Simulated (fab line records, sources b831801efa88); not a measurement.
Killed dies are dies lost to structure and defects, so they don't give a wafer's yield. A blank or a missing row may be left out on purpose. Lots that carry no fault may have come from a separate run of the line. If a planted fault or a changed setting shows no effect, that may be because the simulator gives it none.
Which tool is to blame? / flow sfq_line / Sampling: 14 lots, 42 wafers, 4 of 325 route steps

## WHAT THE GAUGES READ, wafer by wafer
The record holds no reading of a measuring or inspecting step that can be judged against a usual standard deviation.

## TOOL THAT RAN EACH LOT (tool first, then ch and the chambers of the sampled wafers, then the start)
lot=L393; SFQ_TRILAYER_I5_BARC_OPEN_VIA_ETCH_200=rie_diel-03 ch 0,1,3, day 64 18:55; SFQ_TRILAYER_I5_ETCH_VIA_ETCH_147=rie_diel-03 ch 0,1,3, day 64 18:57; SFQ_TRILAYER_C5_ETCH_VIA_ETCH_154=rie_diel-03 ch 0,1,3, day 68 21:38; SFQ_TRILAYER_C5_STRIP_STRIP_155=rie_metal-03 ch 0,1, day 68 21:41
lot=L395; SFQ_TRILAYER_I5_BARC_OPEN_VIA_ETCH_200=rie_diel-02 ch 0,2,3, day 68 11:59; SFQ_TRILAYER_I5_ETCH_VIA_ETCH_147=rie_diel-02 ch 0,2,3, day 68 12:02; SFQ_TRILAYER_C5_ETCH_VIA_ETCH_154=rie_diel-03 ch 2,3, day 71 19:11; SFQ_TRILAYER_C5_STRIP_STRIP_155=rie_metal-03 ch 0,1, day 71 19:14
lot=L397; SFQ_TRILAYER_I5_BARC_OPEN_VIA_ETCH_200=rie_diel-03 ch 1,3, day 68 15:35; SFQ_TRILAYER_I5_ETCH_VIA_ETCH_147=rie_diel-03 ch 1,3, day 68 15:38; SFQ_TRILAYER_C5_ETCH_VIA_ETCH_154=rie_diel-01 ch 1,2,3, day 72 07:11; SFQ_TRILAYER_C5_STRIP_STRIP_155=rie_metal-03 ch 0,1, day 72 07:26
lot=L398; SFQ_TRILAYER_I5_BARC_OPEN_VIA_ETCH_200=rie_diel-02 ch 1,2,3, day 68 16:47; SFQ_TRILAYER_I5_ETCH_VIA_ETCH_147=rie_diel-02 ch 1,2,3, day 68 16:50; SFQ_TRILAYER_C5_ETCH_VIA_ETCH_154=rie_diel-04 ch 1,3, day 72 09:35; SFQ_TRILAYER_C5_STRIP_STRIP_155=rie_metal-03 ch 0,1, day 72 09:38
lot=L400; SFQ_TRILAYER_I5_BARC_OPEN_VIA_ETCH_200=rie_diel-03 ch 0,2, day 69 02:31; SFQ_TRILAYER_I5_ETCH_VIA_ETCH_147=rie_diel-03 ch 0,2, day 69 02:33; SFQ_TRILAYER_C5_ETCH_VIA_ETCH_154=rie_diel-01 ch 1,3, day 72 14:31; SFQ_TRILAYER_C5_STRIP_STRIP_155=rie_metal-02 ch 0,1, day 72 14:34
lot=L401; SFQ_TRILAYER_I5_BARC_OPEN_VIA_ETCH_200=rie_diel-03 ch 0,1,3, day 69 19:02; SFQ_TRILAYER_I5_ETCH_VIA_ETCH_147=rie_diel-03 ch 0,1,3, day 69 19:04; SFQ_TRILAYER_C5_ETCH_VIA_ETCH_154=rie_diel-01 ch 0,2,3, day 73 07:19; SFQ_TRILAYER_C5_STRIP_STRIP_155=rie_metal-03 ch 0,1, day 73 07:22
lot=L402; SFQ_TRILAYER_I5_BARC_OPEN_VIA_ETCH_200=rie_diel-03 ch 0,2,3, day 69 22:38; SFQ_TRILAYER_I5_ETCH_VIA_ETCH_147=rie_diel-03 ch 0,2,3, day 69 22:40; SFQ_TRILAYER_C5_ETCH_VIA_ETCH_154=rie_diel-03 ch 2,3, day 73 13:31; SFQ_TRILAYER_C5_STRIP_STRIP_155=rie_metal-04 ch 0,1, day 73 13:34
lot=L408; SFQ_TRILAYER_I5_BARC_OPEN_VIA_ETCH_200=rie_diel-03 ch 1,2, day 78 01:47; SFQ_TRILAYER_I5_ETCH_VIA_ETCH_147=rie_diel-03 ch 1,2, day 78 01:49; SFQ_TRILAYER_C5_ETCH_VIA_ETCH_154=rie_diel-01 ch 1,2, day 78 14:04; SFQ_TRILAYER_C5_STRIP_STRIP_155=rie_metal-04 ch 0,1, day 78 14:07
lot=L409; SFQ_TRILAYER_I5_BARC_OPEN_VIA_ETCH_200=rie_diel-03 ch 0,3, day 78 19:55; SFQ_TRILAYER_I5_ETCH_VIA_ETCH_147=rie_diel-03 ch 0,3, day 78 19:57; SFQ_TRILAYER_C5_ETCH_VIA_ETCH_154=rie_diel-01 ch 0,1, day 78 23:20; SFQ_TRILAYER_C5_STRIP_STRIP_155=rie_metal-03 ch 1, day 78 23:22
lot=L410; SFQ_TRILAYER_I5_BARC_OPEN_VIA_ETCH_200=rie_diel-02 ch 0,1,3, day 79 15:14; SFQ_TRILAYER_I5_ETCH_VIA_ETCH_147=rie_diel-02 ch 0,1,3, day 79 15:16; SFQ_TRILAYER_C5_ETCH_VIA_ETCH_154=rie_diel-03 ch 1,2,3, day 80 09:52; SFQ_TRILAYER_C5_STRIP_STRIP_155=rie_metal-04 ch 0,1, day 80 09:54
lot=L411; SFQ_TRILAYER_I5_BARC_OPEN_VIA_ETCH_200=rie_diel-01 ch 0,1,2, day 80 11:08; SFQ_TRILAYER_I5_ETCH_VIA_ETCH_147=rie_diel-01 ch 0,1,2, day 80 11:11; SFQ_TRILAYER_C5_ETCH_VIA_ETCH_154=rie_diel-04 ch 2,3, day 81 00:29; SFQ_TRILAYER_C5_STRIP_STRIP_155=rie_metal-03 ch 0,1, day 81 00:32
lot=L412; SFQ_TRILAYER_I5_BARC_OPEN_VIA_ETCH_200=rie_diel-02 ch 1,2, day 80 19:40; SFQ_TRILAYER_I5_ETCH_VIA_ETCH_147=rie_diel-02 ch 1,2, day 80 19:43; SFQ_TRILAYER_C5_ETCH_VIA_ETCH_154=rie_diel-03 ch 0,1,2, day 81 01:41; SFQ_TRILAYER_C5_STRIP_STRIP_155=rie_metal-03 ch 0,1, day 81 01:44
lot=L414; SFQ_TRILAYER_I5_BARC_OPEN_VIA_ETCH_200=rie_diel-03 ch 1,2,3, day 82 12:55; SFQ_TRILAYER_I5_ETCH_VIA_ETCH_147=rie_diel-03 ch 1,2,3, day 82 12:57; SFQ_TRILAYER_C5_ETCH_VIA_ETCH_154=rie_diel-04 ch 1,2, day 85 15:01; SFQ_TRILAYER_C5_STRIP_STRIP_155=rie_metal-02 ch 0, day 85 15:04
lot=L415; SFQ_TRILAYER_I5_BARC_OPEN_VIA_ETCH_200=rie_diel-03 ch 0,3, day 82 22:31; SFQ_TRILAYER_I5_ETCH_VIA_ETCH_147=rie_diel-03 ch 0,3, day 82 22:33; SFQ_TRILAYER_C5_ETCH_VIA_ETCH_154=rie_diel-04 ch 0,1, day 85 21:08; SFQ_TRILAYER_C5_STRIP_STRIP_155=rie_metal-02 ch 0,1, day 85 21:11
- SFQ_TRILAYER_I5_BARC_OPEN_VIA_ETCH_200: etches BARC in O2, target depth 125 nm, time 41.7 s.
- SFQ_TRILAYER_I5_ETCH_VIA_ETCH_147: etches the open film in CHF3, stops on Nb, target depth 360 nm.
- SFQ_TRILAYER_C5_ETCH_VIA_ETCH_154: etches SiO2 in CHF3, stops on Nb, target depth 84 nm.
- SFQ_TRILAYER_C5_STRIP_STRIP_155: strips in O2.

## AS READ BY THE TOOLS THEMSELVES (means over the sampled wafers that have a number; for cases with no such wafer, the mark the record gives instead)
SFQ_TRILAYER_I5_BARC_OPEN_VIA_ETCH_200. Usual: chamber_pressure_mTorr 30.004 mTorr, standard deviation 0.027; drypump_motor_current_A 6.0 A, standard deviation 0.38; oes_product_au 0.685 a.u., standard deviation 0.0051; rf_fwd_power_W 494.9 W, standard deviation 2.
lot=L393; tool=rie_diel-03; chamber_pressure_mTorr (mTorr)=29.997; drypump_motor_current_A (A)=6.0; oes_product_au (a.u.)=0.686; rf_fwd_power_W (W)=495.8; flag=
lot=L395; tool=rie_diel-02; chamber_pressure_mTorr (mTorr)=29.994; drypump_motor_current_A (A)=6.3; oes_product_au (a.u.)=0.683; rf_fwd_power_W (W)=495.2; flag=
lot=L397; tool=rie_diel-03; chamber_pressure_mTorr (mTorr)=30.009; drypump_motor_current_A (A)=6.2; oes_product_au (a.u.)=0.688; rf_fwd_power_W (W)=495.8; flag=
lot=L398; tool=rie_diel-02; chamber_pressure_mTorr (mTorr)=29.997; drypump_motor_current_A (A)=5.9; oes_product_au (a.u.)=0.691; rf_fwd_power_W (W)=496.5; flag=
lot=L400; tool=rie_diel-03; chamber_pressure_mTorr (mTorr)=29.999; drypump_motor_current_A (A)=5.9; oes_product_au (a.u.)=0.688; rf_fwd_power_W (W)=497.6; flag=
lot=L401; tool=rie_diel-03; chamber_pressure_mTorr (mTorr)=30.007; drypump_motor_current_A (A)=6.1; oes_product_au (a.u.)=0.686; rf_fwd_power_W (W)=522.6; flag=OFF
lot=L402; tool=rie_diel-03; chamber_pressure_mTorr (mTorr)=29.998; drypump_motor_current_A (A)=6.1; oes_product_au (a.u.)=0.689; rf_fwd_power_W (W)=522.1; flag=OFF
lot=L408; tool=rie_diel-03; chamber_pressure_mTorr (mTorr)=30.005; drypump_motor_current_A (A)=6.3; oes_product_au (a.u.)=0.688; rf_fwd_power_W (W)=493.9; flag=
lot=L409; tool=rie_diel-03; chamber_pressure_mTorr (mTorr)=30.018; drypump_motor_current_A (A)=6.1; oes_product_au (a.u.)=0.683; rf_fwd_power_W (W)=496.0; flag=
lot=L410; tool=rie_diel-02; chamber_pressure_mTorr (mTorr)=30.004; drypump_motor_current_A (A)=5.8; oes_product_au (a.u.)=0.680; rf_fwd_power_W (W)=494.7; flag=
lot=L411; tool=rie_diel-01; chamber_pressure_mTorr (mTorr)=30.026; drypump_motor_current_A (A)=6.0; oes_product_au (a.u.)=0.685; rf_fwd_power_W (W)=495.4; flag=
lot=L412; tool=rie_diel-02; chamber_pressure_mTorr (mTorr)=29.999; drypump_motor_current_A (A)=5.9; oes_product_au (a.u.)=0.682; rf_fwd_power_W (W)=495.8; flag=
lot=L414; tool=rie_diel-03; chamber_pressure_mTorr (mTorr)=29.993; drypump_motor_current_A (A)=6.3; oes_product_au (a.u.)=0.683; rf_fwd_power_W (W)=493.8; flag=
lot=L415; tool=rie_diel-03; chamber_pressure_mTorr (mTorr)=30.006; drypump_motor_current_A (A)=6.1; oes_product_au (a.u.)=0.687; rf_fwd_power_W (W)=495.2; flag=

SFQ_TRILAYER_I5_ETCH_VIA_ETCH_147. Usual: chamber_pressure_mTorr 29.996 mTorr, standard deviation 0.028; drypump_motor_current_A 6.0 A, standard deviation 0.37; oes_product_au 0.987 a.u., standard deviation 0.007; rf_fwd_power_W 498.7 W, standard deviation 1.6.
lot=L393; tool=rie_diel-03; chamber_pressure_mTorr (mTorr)=30.005; drypump_motor_current_A (A)=6.0; oes_product_au (a.u.)=0.985; rf_fwd_power_W (W)=498.4; flag=
lot=L395; tool=rie_diel-02; chamber_pressure_mTorr (mTorr)=30.018; drypump_motor_current_A (A)=6.3; oes_product_au (a.u.)=0.983; rf_fwd_power_W (W)=498.8; flag=
lot=L397; tool=rie_diel-03; chamber_pressure_mTorr (mTorr)=29.978; drypump_motor_current_A (A)=6.2; oes_product_au (a.u.)=0.983; rf_fwd_power_W (W)=500.7; flag=
lot=L398; tool=rie_diel-02; chamber_pressure_mTorr (mTorr)=30.023; drypump_motor_current_A (A)=5.9; oes_product_au (a.u.)=0.986; rf_fwd_power_W (W)=499.6; flag=
lot=L400; tool=rie_diel-03; chamber_pressure_mTorr (mTorr)=29.997; drypump_motor_current_A (A)=5.9; oes_product_au (a.u.)=0.987; rf_fwd_power_W (W)=500.0; flag=
lot=L401; tool=rie_diel-03; chamber_pressure_mTorr (mTorr)=30.008; drypump_motor_current_A (A)=6.0; oes_product_au (a.u.)=0.986; rf_fwd_power_W (W)=497.7; flag=
lot=L402; tool=rie_diel-03; chamber_pressure_mTorr (mTorr)=29.998; drypump_motor_current_A (A)=6.1; oes_product_au (a.u.)=0.981; rf_fwd_power_W (W)=499.0; flag=
lot=L408; tool=rie_diel-03; chamber_pressure_mTorr (mTorr)=29.994; drypump_motor_current_A (A)=6.3; oes_product_au (a.u.)=0.979; rf_fwd_power_W (W)=499.1; flag=
lot=L409; tool=rie_diel-03; chamber_pressure_mTorr (mTorr)=29.954; drypump_motor_current_A (A)=6.0; oes_product_au (a.u.)=0.977; rf_fwd_power_W (W)=499.0; flag=
lot=L410; tool=rie_diel-02; chamber_pressure_mTorr (mTorr)=30.009; drypump_motor_current_A (A)=5.8; oes_product_au (a.u.)=0.981; rf_fwd_power_W (W)=498.3; flag=
lot=L411; tool=rie_diel-01; chamber_pressure_mTorr (mTorr)=30.006; drypump_motor_current_A (A)=6.0; oes_product_au (a.u.)=0.989; rf_fwd_power_W (W)=499.8; flag=
lot=L412; tool=rie_diel-02; chamber_pressure_mTorr (mTorr)=29.992; drypump_motor_current_A (A)=5.9; oes_product_au (a.u.)=0.986; rf_fwd_power_W (W)=499.2; flag=
lot=L414; tool=rie_diel-03; chamber_pressure_mTorr (mTorr)=29.994; drypump_motor_current_A (A)=6.2; oes_product_au (a.u.)=0.986; rf_fwd_power_W (W)=499.6; flag=
lot=L415; tool=rie_diel-03; chamber_pressure_mTorr (mTorr)=29.997; drypump_motor_current_A (A)=6.1; oes_product_au (a.u.)=0.989; rf_fwd_power_W (W)=499.6; flag=

SFQ_TRILAYER_C5_ETCH_VIA_ETCH_154. Usual: chamber_pressure_mTorr 30.000 mTorr, standard deviation 0.027; drypump_motor_current_A 6.0 A, standard deviation 0.42; oes_product_au 0.891 a.u., standard deviation 0.0086; rf_fwd_power_W 495.4 W, standard deviation 1.8.
lot=L393; tool=rie_diel-03; chamber_pressure_mTorr (mTorr)=29.980; drypump_motor_current_A (A)=6.0; oes_product_au (a.u.)=0.893; rf_fwd_power_W (W)=496.2; flag=
lot=L395; tool=rie_diel-03; chamber_pressure_mTorr (mTorr)=29.979; drypump_motor_current_A (A)=6.3; oes_product_au (a.u.)=0.889; rf_fwd_power_W (W)=494.8; flag=
lot=L397; tool=rie_diel-01; chamber_pressure_mTorr (mTorr)=29.984; drypump_motor_current_A (A)=6.0; oes_product_au (a.u.)=0.888; rf_fwd_power_W (W)=495.4; flag=
lot=L398; tool=rie_diel-04; chamber_pressure_mTorr (mTorr)=29.995; drypump_motor_current_A (A)=6.4; oes_product_au (a.u.)=0.896; rf_fwd_power_W (W)=496.5; flag=
lot=L400; tool=rie_diel-01; chamber_pressure_mTorr (mTorr)=29.997; drypump_motor_current_A (A)=5.8; oes_product_au (a.u.)=0.895; rf_fwd_power_W (W)=494.9; flag=
lot=L401; tool=rie_diel-01; chamber_pressure_mTorr (mTorr)=29.998; drypump_motor_current_A (A)=5.7; oes_product_au (a.u.)=0.877; rf_fwd_power_W (W)=494.5; flag=
lot=L402; tool=rie_diel-03; chamber_pressure_mTorr (mTorr)=30.001; drypump_motor_current_A (A)=6.3; oes_product_au (a.u.)=0.897; rf_fwd_power_W (W)=496.4; flag=
lot=L408; tool=rie_diel-01; chamber_pressure_mTorr (mTorr)=29.975; drypump_motor_current_A (A)=6.2; oes_product_au (a.u.)=0.896; rf_fwd_power_W (W)=494.7; flag=
lot=L409; tool=rie_diel-01; chamber_pressure_mTorr (mTorr)=29.976; drypump_motor_current_A (A)=5.8; oes_product_au (a.u.)=0.894; rf_fwd_power_W (W)=492.5; flag=
lot=L410; tool=rie_diel-03; chamber_pressure_mTorr (mTorr)=29.979; drypump_motor_current_A (A)=6.3; oes_product_au (a.u.)=0.891; rf_fwd_power_W (W)=494.7; flag=
lot=L411; tool=rie_diel-04; chamber_pressure_mTorr (mTorr)=29.988; drypump_motor_current_A (A)=5.8; oes_product_au (a.u.)=0.895; rf_fwd_power_W (W)=495.0; flag=
lot=L412; tool=rie_diel-03; chamber_pressure_mTorr (mTorr)=29.995; drypump_motor_current_A (A)=6.1; oes_product_au (a.u.)=0.907; rf_fwd_power_W (W)=494.8; flag=
lot=L414; tool=rie_diel-04; chamber_pressure_mTorr (mTorr)=29.997; drypump_motor_current_A (A)=5.9; oes_product_au (a.u.)=0.888; rf_fwd_power_W (W)=495.5; flag=
lot=L415; tool=rie_diel-04; chamber_pressure_mTorr (mTorr)=30.019; drypump_motor_current_A (A)=6.1; oes_product_au (a.u.)=0.895; rf_fwd_power_W (W)=494.9; flag=

SFQ_TRILAYER_C5_STRIP_STRIP_155. Usual: chamber_pressure_mTorr 50.00 mTorr, standard deviation 0.044; drypump_motor_current_A 5.8 A, standard deviation 0.45; oes_product_au 1.002 a.u., standard deviation 0.0092.
lot=L393; tool=rie_metal-03; chamber_pressure_mTorr (mTorr)=49.98; drypump_motor_current_A (A)=6.1; oes_product_au (a.u.)=0.996; flag=
lot=L395; tool=rie_metal-03; chamber_pressure_mTorr (mTorr)=50.00; drypump_motor_current_A (A)=6.1; oes_product_au (a.u.)=1.009; flag=
lot=L397; tool=rie_metal-03; chamber_pressure_mTorr (mTorr)=50.00; drypump_motor_current_A (A)=6.1; oes_product_au (a.u.)=1.001; flag=
lot=L398; tool=rie_metal-03; chamber_pressure_mTorr (mTorr)=50.02; drypump_motor_current_A (A)=6.3; oes_product_au (a.u.)=1.013; flag=
lot=L400; tool=rie_metal-02; chamber_pressure_mTorr (mTorr)=49.99; drypump_motor_current_A (A)=5.3; oes_product_au (a.u.)=1.003; flag=
lot=L401; tool=rie_metal-03; chamber_pressure_mTorr (mTorr)=49.95; drypump_motor_current_A (A)=6.3; oes_product_au (a.u.)=1.005; flag=
lot=L402; tool=rie_metal-04; chamber_pressure_mTorr (mTorr)=50.03; drypump_motor_current_A (A)=5.9; oes_product_au (a.u.)=1.006; flag=
lot=L408; tool=rie_metal-04; chamber_pressure_mTorr (mTorr)=50.00; drypump_motor_current_A (A)=5.9; oes_product_au (a.u.)=0.999; flag=
lot=L409; tool=rie_metal-03; chamber_pressure_mTorr (mTorr)=50.00; drypump_motor_current_A (A)=6.4; oes_product_au (a.u.)=1.009; flag=
lot=L410; tool=rie_metal-04; chamber_pressure_mTorr (mTorr)=50.01; drypump_motor_current_A (A)=5.9; oes_product_au (a.u.)=1.004; flag=
lot=L411; tool=rie_metal-03; chamber_pressure_mTorr (mTorr)=50.00; drypump_motor_current_A (A)=6.3; oes_product_au (a.u.)=1.004; flag=
lot=L412; tool=rie_metal-03; chamber_pressure_mTorr (mTorr)=50.00; drypump_motor_current_A (A)=6.1; oes_product_au (a.u.)=0.999; flag=
lot=L414; tool=rie_metal-02; chamber_pressure_mTorr (mTorr)=49.98; drypump_motor_current_A (A)=5.1; oes_product_au (a.u.)=0.992; flag=
lot=L415; tool=rie_metal-02; chamber_pressure_mTorr (mTorr)=49.97; drypump_motor_current_A (A)=5.3; oes_product_au (a.u.)=0.994; flag=

## THE ANSWER, worked out from the rows above alone
Rule: a lot counts as off when the mean over its wafers that have a number is more than 3 standard deviations away from the usual mean. A lot without any number at a reading at which 4 lots or more have one is off too. The other lots that the step has rows for count as sound. First the gauges in route order, then the tools' own readings, where a lot's mean is used as printed above. The first step at which some lot is off is used, and at that step the reading that is off furthest; a lot without a number counts as furthest.
Off: L401, L402, at SFQ_TRILAYER_I5_BARC_OPEN_VIA_ETCH_200 (rf_fwd_power_W).
A tool fits if, at that step or a process step before it, it ran every lot that is off, and no sound lot after the first of them. Not one of the candidates tried fits.

## WHAT THE SIMULATOR HAD PUT IN
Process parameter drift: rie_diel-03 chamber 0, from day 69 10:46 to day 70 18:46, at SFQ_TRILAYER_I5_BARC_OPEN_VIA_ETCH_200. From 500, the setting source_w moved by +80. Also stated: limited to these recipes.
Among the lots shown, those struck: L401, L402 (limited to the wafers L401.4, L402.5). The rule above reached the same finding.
